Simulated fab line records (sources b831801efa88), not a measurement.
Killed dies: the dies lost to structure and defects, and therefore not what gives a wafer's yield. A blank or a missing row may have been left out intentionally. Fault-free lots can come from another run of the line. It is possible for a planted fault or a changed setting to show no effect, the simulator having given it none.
Matching of chambers || flow sky130 || SKY_FIELD_ISO_CMP_27 on cmp-02: 4 sister chambers
The step polishes, stops on Si3N4, t overpolish 16 s, target thk 457.8 nm. 4 wafers are shown with their chamber, then 8 later ones without.

== EACH WAFER AND ITS CHAMBER ==
{"wafer": "L312.1", "chamber": 2, "motor-current-A (A)": 14.4}
{"wafer": "L312.4", "chamber": 0, "motor-current-A (A)": 12.3}
{"wafer": "L312.6", "chamber": 1, "motor-current-A (A)": 9.7}
{"wafer": "L313.1", "chamber": 3, "motor-current-A (A)": 11.6}

== WAFERS WITH NO CHAMBER GIVEN ==
{"wafer": "L313.2", "motor-current-A (A)": 14.1}
{"wafer": "L313.3", "motor-current-A (A)": 10.1}
{"wafer": "L318.2", "motor-current-A (A)": 11.6}
{"wafer": "L318.3", "motor-current-A (A)": 9.8}
{"wafer": "L318.5", "motor-current-A (A)": 12.1}
{"wafer": "L325.2", "motor-current-A (A)": 14.4}
{"wafer": "L325.3", "motor-current-A (A)": 11.8}
{"wafer": "L325.5", "motor-current-A (A)": 13.5}

== THE CHAMBER EACH PASSED THROUGH ==
{"wafer": "L313.2", "from the rows above": 2, "in truth": 2}
{"wafer": "L313.3", "from the rows above": 1, "in truth": 1}
{"wafer": "L318.2", "from the rows above": "can't be placed: 3 or 0", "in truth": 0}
{"wafer": "L318.3", "from the rows above": 1, "in truth": 1}
{"wafer": "L318.5", "from the rows above": "can't be placed: 0 or 3", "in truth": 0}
{"wafer": "L325.2", "from the rows above": 2, "in truth": 2}
{"wafer": "L325.3", "from the rows above": "can't be placed: 3 or 0", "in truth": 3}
{"wafer": "L325.5", "from the rows above": "can't be placed: 2 or 0", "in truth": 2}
Correct placement for 4 of the 8. Unplaceable from these rows: 4, with the true chamber sitting among the candidates in 4. Wrongly placed: 0.
How it was worked out, from the rows above alone: a wafer's distance from a chamber is the root of the sum, over the readings, of the square of ((its reading less the chamber's mean) divided by the reading's scatter). The wafer belongs to the nearest chamber; if the next one is less than 2 further off, it can't be placed. A chamber's mean is the mean of its shown wafers. The scatter (one wafer shown for each chamber): square how far every hidden wafer sits from the nearest shown wafer, average those squares and take the square root.
